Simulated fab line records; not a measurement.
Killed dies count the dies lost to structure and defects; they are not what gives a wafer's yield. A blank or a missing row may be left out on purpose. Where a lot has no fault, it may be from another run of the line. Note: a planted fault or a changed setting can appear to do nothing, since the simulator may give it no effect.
Which tool is to blame? -- flow sky130 -- 42 wafers from 14 lots sampled at 2 of the route's 708 steps

WHAT THE GAUGES READ, wafer by wafer
The record lacks any reading of a measuring or inspecting step that a usual standard deviation could be used to judge.

WHICH TOOL RAN EACH LOT (tool, then ch and the chambers of the sampled wafers, then the start)
lot,SKY_METAL2_SPUTTER_00,SKY_PAD_OPEN_PROBE_99
L258,"pvdSputter-03, day 33 21:19","prober-01, day 45 16:17"
L259,"pvdSputter-03, day 34 07:08","prober-02, day 46 01:09"
L260,"pvdSputter-01, day 34 17:01","prober-01, day 46 09:53"
L261,"pvdSputter-01, day 34 20:36","prober-02, day 46 12:18"
L262,"pvdSputter-04, day 35 17:08","prober-01, day 47 02:19"
L264,"pvdSputter-01, day 35 19:58","prober-01, day 47 05:13"
L268,"pvdSputter-03, day 37 06:22","prober-01, day 48 05:31"
L271,"pvdSputter-03, day 38 10:00","prober-02, day 49 02:56"
L276,"pvdSputter-01, day 39 22:35","prober-01, day 50 05:03"
L275,"pvdSputter-01, day 40 02:49","prober-02, day 50 07:38"
L277,"pvdSputter-04, day 40 09:43","prober-01, day 50 11:43"
L278,"pvdSputter-04, day 40 12:06","prober-02, day 50 15:37"
L279,"pvdSputter-03, day 40 16:42","prober-01, day 50 17:56"
L281,"pvdSputter-04, day 41 02:39","prober-01, day 51 00:14"
- SKY_METAL2_SPUTTER_00: material Ti, target thk 15 nm, time 10 s.
- SKY_PAD_OPEN_PROBE_99

WHAT THE TOOLS THEMSELVES READ (means of the sampled wafers that have a number; where no wafer has one, the mark that the record gives instead)
SKY_METAL2_SPUTTER_00. Usual: cathodeDcPowerW 3000.1 W, standard deviation 0.57; chamberPressurePa 0.4000 Pa, standard deviation 0.00083; throttleValvePct 30.6 %, standard deviation 1.3.
lot,tool,cathodeDcPowerW (W),chamberPressurePa (Pa),throttleValvePct (%),flag
L258,pvdSputter-03,2999.6,0.4000,31.0,
L259,pvdSputter-03,3000.2,0.4001,29.8,
L260,pvdSputter-01,3000.2,0.4011,29.6,
L261,pvdSputter-01,3000.6,0.3998,29.6,
L262,pvdSputter-04,3000.3,0.4002,31.5,
L264,pvdSputter-01,2999.9,0.4005,29.2,
L268,pvdSputter-03,2969.3,0.4003,30.2,OFF
L271,pvdSputter-03,2969.4,0.3994,30.5,OFF
L276,pvdSputter-01,3000.3,0.4007,29.3,
L275,pvdSputter-01,3000.2,0.3994,29.2,
L277,pvdSputter-04,3000.3,0.3992,31.4,
L278,pvdSputter-04,3000.0,0.3994,30.7,
L279,pvdSputter-03,2999.6,0.4001,31.0,
L281,pvdSputter-04,3000.4,0.3996,31.8,

SKY_PAD_OPEN_PROBE_99. Usual: defectLimitedYield 82.8 %, standard deviation 1.8; killed_at_M0_to_M3 42, standard deviation 6.4; killed_at_M4_up 3.0, standard deviation 2; killedAtContacts 24, standard deviation 5.2; killedAtFrontEnd 14, standard deviation 4.2; killedAtOther 0.4, standard deviation 0.72; killedDies 84, standard deviation 9; killedOpen 46, standard deviation 6.6; killedShort 38, standard deviation 6; sort_bin_3_pad_short 0.9 %, standard deviation 0.4; sort_bin_5_function 10.1 %, standard deviation 1.4; sort_bin_6_memory 6.2 %, standard deviation 1.1; sortNPass 408, standard deviation 9; sortYieldPct 82.8 %, standard deviation 1.8.
lot,tool,defectLimitedYield (%),killed_at_M0_to_M3,killed_at_M4_up,killedAtContacts,killedAtFrontEnd,killedAtOther,killedDies,killedOpen,killedShort,sort_bin_3_pad_short (%),sort_bin_5_function (%),sort_bin_6_memory (%),sortNPass,sortYieldPct (%),flag
L258,prober-01,83.5,39,2.3,21,18,0.3,81,45,36,0.5,9.5,6.6,411,83.5,
L259,prober-02,84.1,38,1.7,24,14,0.3,78,46,31,0.7,8.8,6.4,414,84.1,
L260,prober-01,85.8,34,2.7,17,16,0.0,70,39,31,0.4,8.6,5.2,422,85.8,
L261,prober-02,82.1,46,3.0,24,15,0.0,88,46,42,0.8,11.2,5.9,404,82.1,
L262,prober-01,83.5,38,2.0,23,17,1.3,81,46,34,1.1,9.3,6.0,411,83.5,
L264,prober-01,83.2,43,4.0,27,8,0.3,82,49,33,0.7,10.0,6.0,410,83.2,
L268,prober-01,83.9,42,3.0,24,11,0.0,79,40,39,1.0,9.9,5.2,413,83.9,
L271,prober-02,83.8,36,2.0,28,13,0.3,79,44,35,0.3,10.0,5.8,413,83.8,
L276,prober-01,80.7,48,4.3,25,17,0.3,95,50,43,0.9,11.9,6.4,397,80.7,
L275,prober-02,84.1,44,3.0,21,9,1.0,78,39,39,1.3,9.1,5.5,414,84.1,
L277,prober-01,83.1,41,2.3,22,17,1.0,83,45,38,0.8,10.5,5.6,409,83.1,
L278,prober-02,82.9,46,3.7,16,19,0.3,84,45,39,1.1,10.7,5.3,408,82.9,
L279,prober-01,83.3,39,1.0,27,15,0.0,82,46,36,0.9,9.7,6.0,410,83.3,
L281,prober-01,82.4,43,1.7,24,14,3.3,86,44,39,0.6,10.4,6.5,406,82.4,OFF

THE ANSWER, worked out from the rows above alone
Rule: take the mean of a lot's wafers that have a number; if it is more than 3 standard deviations from the usual mean, the lot is off. A lot without any number at a reading at which 4 lots or more have one is off too. Any other lot the step has rows for is counted as sound. The gauges are gone through in route order, then the tools' own readings, and for those a lot's mean is taken as printed above. At the first step where some lot is off, the reading lying furthest off is the one used; lots without a number count as furthest.
Off: L268, L271 (SKY_METAL2_SPUTTER_00, cathodeDcPowerW).
If a tool, at that step or one of the process steps before it, ran each lot that is off and ran no sound lot following the first of them, it fits. None of those tried fits.

WHAT THE SIMULATOR PUT IN
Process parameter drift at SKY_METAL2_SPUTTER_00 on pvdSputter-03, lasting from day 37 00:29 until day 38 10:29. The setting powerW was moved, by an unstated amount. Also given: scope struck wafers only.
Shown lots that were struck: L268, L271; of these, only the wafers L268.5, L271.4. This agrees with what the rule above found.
